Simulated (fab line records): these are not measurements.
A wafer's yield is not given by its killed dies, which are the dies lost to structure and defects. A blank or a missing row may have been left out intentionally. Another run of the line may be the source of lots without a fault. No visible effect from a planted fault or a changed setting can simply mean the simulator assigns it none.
A struck lot beside a sound one :: flow gf180mcu :: 18 steps out of a route of 602
Sound: the wafers L436.2, L436.4, L436.6. Struck: wafers L444.3, L444.4, L444.6. Last of all comes the cause.
Each step with rows lists, per side, the tool, then ch with its chambers, then its first start. Under that, the readings that differ: sound wafers :: struck wafers :: difference of the means :: sigmas: that difference in standard deviations of wafers without a fault.
alike: readings whose means differ by less than 2 such deviations, and words and numbers that are the same on both sides. not compared: withheld readings, readings that some wafer has no value for, bounds like >300 that may hide the same value, and numbers for which the record gives no deviation and whose values overlap.
Wherever a step has rows on one side only, a row that says differs or no value, or a row with sigmas, the two part there. Numbers that have no deviation but don't overlap get no sigmas and don't part them. A reading that every wafer of one side lacks parts them only if that side has two wafers or more.

first, 3 steps without rows for these wafers: GF_V5_EXPOSE_11 (exposes mask Via5, target cd 260 nm); GF_V5_PEB_12 (peb time 90 s); GF_V5_DEVELOP_13 (develop time 60 s).
GF_V5_CD_MEAS_14: the cd target is 260 nm.
  struck on cdSem-02, day 30 14:44; sound on cdSem-01, day 28 09:04
  alike: cdNm
GF_V5_OVL_MEAS_15:
  struck on overlay-01, day 30 14:50; sound on overlay-02, day 28 09:10
  alike: V5_OVL
GF_V5_ETCH_16: etches BARC in N2/H2.
  sound on rieDiel-02 ch 1,3, day 28 09:11; struck on rieDiel-01 ch 1,2,3, day 30 14:51
  alike: drypumpMotorCurrentA, oesProductAu, throttleValvePct
GF_V5_ETCH_17: etches SiO2 in C4F8/O2/Ar, stops on TiN, target depth 855 nm.
  sound on rieDiel-02 ch 1,3; struck on rieDiel-01 ch 1,2,3
  alike: oesProductAu
GF_V5_STRIP_18: strips in O2/N2.
  sound on plasmaAsher-04 ch 0,1, day 28 09:21; struck on plasmaAsher-01 ch 0,1, day 30 15:02
  alike: drypumpMotorCurrentA, heaterPowerW, oesProductAu, platenTempC
  not compared: rfHoursCounterH
then, 2 steps without rows for these wafers: GF_V5_STRIP_19 (strips in post etch residue remover, time 1200 s); GF_V5_CLEAN_20 (cleans in DIW).
GF_V5_SPUTTER_21: material Ti, target thk 15 nm, time 80.02 s.
  struck on pvdSputter-03, day 30 15:32; sound on pvdSputter-02, day 28 09:53
  alike: throttleValvePct
GF_V5_SPUTTER_22: material TiN, target thk 10 nm, time 40 s.
  struck on pvdSputter-03, day 30 15:36; sound on pvdSputter-02, day 28 09:57
  alike: throttleValvePct
GF_V5_CVD_23: deposits W, target thk 350 nm, time 104.9 s.
  sound on cvdW-01 ch 0, day 28 09:59; struck on cvdW-01 ch 0,1, day 30 15:41
reading: model.W_of_V5_CVD_23.thkNm (nm)
sound: 354.3 353.6 349.7
struck: 194.6 187.9 191.8
difference: -161.1
sigmas: 
  alike: heaterPowerW
GF_V5_RS_MEAS_24: measures by four-point-probe.
  struck on filmMetro-02, day 30 15:47; sound on filmMetro-04, day 28 10:07
reading: V5_W_RS (ohm/sq)
sound: 0.324 0.324 0.327
struck: 0.593 0.614 0.602
difference: +0.278
sigmas: +77
GF_V5_THK_MEAS_25: measures by xrf.
  struck on filmMetro-02, day 30 15:53; sound on filmMetro-04, day 28 10:14
reading: V5_W_THK (nm)
sound: 351 355 347
struck: 196 189 193
difference: -158
sigmas: -28
GF_V5_CMP_26: polishes, stops on SiO2, t overpolish 15 s, target thk 0 nm.
  sound on cmp-01 ch 2,3, day 28 10:17; struck on cmp-02 ch 2,3, day 30 15:56
reading: timeToEndpointS (s)
sound: 86.9 87.1 83.6
struck: 47.7 45.2 47.3
difference: -39.1
sigmas: -14
  alike: motorCurrentA
then, 2 steps without rows for these wafers: GF_TOP_METAL_SPUTTER_00 (material Ti, target thk 37.5 nm, time 150 s); GF_PASSIVATION_PROBE_99.

WHERE THEY PART
Last at GF_V5_CMP_26 as far as this record goes, first at GF_V5_RS_MEAS_24.

WHY: what had been put in by the simulator
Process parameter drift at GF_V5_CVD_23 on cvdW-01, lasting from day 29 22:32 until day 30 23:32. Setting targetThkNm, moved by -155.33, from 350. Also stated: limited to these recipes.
